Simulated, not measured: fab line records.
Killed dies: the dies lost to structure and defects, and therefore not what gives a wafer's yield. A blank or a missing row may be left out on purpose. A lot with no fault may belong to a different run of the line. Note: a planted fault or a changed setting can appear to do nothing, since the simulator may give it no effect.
Matching of chambers | flow gf180mcu | GF_V4_ETCH_16 on rie-diel-04: 4 sister chambers
The step etches BARC in N2/H2. 22 wafers are shown with their chamber, then 11 later ones without.

WAFERS PAIRED WITH THEIR CHAMBERS
wafer  | chamber | drypump-motor-current-A (A) | rf-fwd-power-W (W) | throttle-valve-pct (%)
L079.2 | 3       | 5.5                         | 495.3              | 13.251
L079.5 | 3       | 5.5                         | 498.2              | 13.224
L079.6 | 0       | 5.5                         | 492.4              | 13.220
L082.1 | 3       | 5.4                         | 498.3              | 13.228
L082.2 | 0       | 5.5                         | 496.2              | 13.233
L082.4 | 2       | 6.1                         | 494.9              | 13.203
L084.1 | 2       | 6.1                         | 493.4              | 13.252
L084.5 | 0       | 5.5                         | 492.2              | 13.225
L084.6 | 3       | 5.5                         | 498.8              | 13.233
L086.1 | 2       | 6.1                         | 493.4              | 13.228
L086.2 | 0       | 5.6                         | 493.3              | 13.224
L086.6 | 2       | 6.1                         | 495.1              | 13.211
L087.3 | 3       | 5.4                         | 495.0              | 13.228
L087.4 | 1       | 6.3                         | 494.4              | 13.204
L087.5 | 3       | 5.4                         | 495.2              | 13.231
L088.3 | 2       | 6.0                         | 492.5              | 13.229
L088.5 | 3       | 5.4                         | 497.1              | 13.225
L088.6 | 0       | 5.5                         | 494.9              | 13.223
L089.2 | 1       | 6.3                         | 493.5              | 13.229
L089.3 | 2       | 6.0                         | 492.0              | 13.223
L089.5 | 3       | 5.4                         | 498.4              | 13.231
L090.1 | 1       | 6.3                         | 494.6              | 13.221

SIGNATURES (averages over the wafers above)
reading                 | chamber 0 | chamber 1 | chamber 2 | chamber 3 | scatter within a chamber
drypump-motor-current-A | 5.520     | 6.300     | 6.067     | 5.438     | 0.0472
rf-fwd-power-W          | 493.800   | 494.167   | 493.550   | 497.038   | 1.47
throttle-valve-pct      | 13.22500  | 13.21800  | 13.22433  | 13.23137  | 0.0115
Rule: a wafer's distance from a chamber is the root of the sum, over the readings, of the square of ((its reading less the chamber's mean) divided by the reading's scatter). If the next closest chamber is less than 2 further off than the closest, the wafer can't be placed; otherwise it belongs to the closest. The scatter: the root of (the sum of the squares of (reading less its chamber's mean) over the shown wafers, divided by (wafers less chambers)).

WAFERS WITH NO CHAMBER GIVEN
wafer  | drypump-motor-current-A (A) | rf-fwd-power-W (W) | throttle-valve-pct (%)
L090.2 | 5.5                         | 498.1              | 13.216
L090.3 | 6.1                         | 492.8              | 13.227
L092.1 | 5.4                         | 495.9              | 13.225
L092.2 | 6.1                         | 492.8              | 13.237
L092.5 | 6.3                         | 497.0              | 13.227
L094.4 | 6.3                         | 494.0              | 13.237
L094.5 | 5.6                         | 494.1              | 13.222
L094.6 | 6.1                         | 493.3              | 13.231
L095.1 | 6.3                         | 492.2              | 13.225
L095.4 | 5.6                         | 495.0              | 13.209
L095.5 | 6.4                         | 492.9              | 13.219

CHAMBER TAKEN BY EACH
wafer  | from the rows above     | in truth
L090.2 | can't be placed: 3 or 0 | 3
L090.3 | 2                       | 2
L092.1 | can't be placed: 3 or 0 | 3
L092.2 | 2                       | 2
L092.5 | 1                       | 1
L094.4 | 1                       | 1
L094.5 | 0                       | 0
L094.6 | 2                       | 2
L095.1 | 1                       | 1
L095.4 | can't be placed: 0 or 3 | 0
L095.5 | 1                       | 1
Correctly placed: 8 of 11. Not placeable from these rows: 3 (in 3, the candidates include the true chamber). Placed wrongly: 0.
